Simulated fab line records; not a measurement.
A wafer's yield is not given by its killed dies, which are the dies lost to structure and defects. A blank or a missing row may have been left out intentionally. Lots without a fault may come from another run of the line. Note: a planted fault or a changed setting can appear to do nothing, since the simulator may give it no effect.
A struck lot beside a sound one || flow gf180mcu || 15 steps out of a route of 602
Sound: wafers L123.2, L123.3, L123.5. The struck wafers were L113.2, L113.4, L113.6. The cause is named last.
Per side, at each step with rows, come the tool, then ch with its chambers, and then its first start. Under that, the readings that differ: sound wafers || struck wafers || difference of the means || sigmas: that difference in standard deviations of wafers without a fault.
alike: readings with means less than 2 such deviations apart, plus words and numbers identical on both sides. not compared: withheld readings, readings lacking a value on some wafer, bounds such as >300 that could conceal the same value, and numbers that have no deviation in the record and whose values overlap.
A row with sigmas, a row that says differs or no value, or rows on one side alone: a step with any of these is where the two part. Numbers that have no deviation but don't overlap get no sigmas and don't part them. A reading that every wafer of one side lacks parts them only if that side has two wafers or more.

first, 1 step without rows for these wafers: GF_V4_CVD_23 (deposits W, target thk 350 nm, time 104.9 s).
GF_V4_RS_MEAS_24: uses a four-point probe to measure.
  sound on film-metro-02, day 28 20:56; struck on film-metro-04, day 25 18:53
  alike: V4_W_RS
GF_V4_THK_MEAS_25: measures by xrf.
  sound on film-metro-02, day 28 21:03; struck on film-metro-04, day 25 19:00
  alike: V4_W_THK
then, 2 steps without rows for these wafers: GF_V4_CMP_26 (polishes, stops on SiO2, t overpolish 15 s, target thk 0 nm); GF_MIM_SPUTTER_00 (material Ti, target thk 37.5 nm, time 150 s).
GF_MIM_SPUTTER_01: material TiN, target thk 30 nm, time 25 s.
  sound on pvd-sputter-01, day 28 21:35; struck on pvd-sputter-04, day 25 19:27
  alike: chamber-pressure-pa, throttle-valve-pct
then, 1 step without rows for these wafers: GF_MIM_SPUTTER_02 (material AlCu, target thk 450 nm, time 23.9 s).
GF_MIM_SPUTTER_03: material Ti, target thk 10 nm, time 6.7 s.
  sound on pvd-sputter-01, day 28 21:38; struck on pvd-sputter-04, day 25 19:31
  alike: chamber-pressure-pa, throttle-valve-pct
then, 1 step without rows for these wafers: GF_MIM_SPUTTER_04 (material TiN, target thk 50 nm, time 41.7 s).
GF_MIM_CVD_05: deposits Si3N4, target thk 42 nm, time 29.086 s.
  sound on pecvd-04 ch 1,2, day 28 21:42; struck on pecvd-03 ch 0,1, day 25 19:34
  alike: heater-power-w
GF_MIM_THK_MEAS_06:
  sound on film-metro-04, day 28 21:44; struck on film-metro-04, day 25 19:37
  alike: MIM_CVD_05_THK
GF_MIM_SPUTTER_07: material TiN, target thk 60 nm, time 50 s.
  sound on pvd-sputter-01, day 28 21:47; struck on pvd-sputter-02, day 25 19:40
  alike: chamber-pressure-pa, throttle-valve-pct
GF_MIM_SPUTTER_08: material AlCu, target thk 200 nm, time 10.6 s.
  sound on pvd-sputter-01, day 28 21:50; struck on pvd-sputter-02, day 25 19:43
{"reading": "chamber-pressure-pa (Pa)", "sound": "0.4004 0.4001 0.4007", "struck": "0.4260 0.4261 0.4271", "difference": "+0.0260", "sigmas": "+33"}
{"reading": "throttle-valve-pct (%)", "sound": "31.8 29.6 32.0", "struck": "27.6 29.9 27.5", "difference": -2.8, "sigmas": -2}
GF_MIM_SPUTTER_09: material TiN, target thk 35 nm, time 29.2 s.
  sound on pvd-sputter-01, day 28 21:52; struck on pvd-sputter-02, day 25 19:44
  alike: chamber-pressure-pa, throttle-valve-pct
-- the record jumps here: 4 days lie between the struck wafers' starts before and after (it left off in module MIM and takes up again in module PASSIVATION, whose first step shown is number 602 of the route) --
GF_PASSIVATION_PROBE_99:
  only the struck wafers here have rows in the record (prober-02, day 30 03:25); the sound ones have none

== WHERE THEY PART ==
Last at GF_PASSIVATION_PROBE_99 as far as this record goes, first at GF_MIM_SPUTTER_08.

WHY: what the simulator had put in
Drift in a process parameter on pvd-sputter-02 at GF_MIM_SPUTTER_08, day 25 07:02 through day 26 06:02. The setting chamber-pressure-pa was moved by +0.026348, starting from 0.4. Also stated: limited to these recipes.
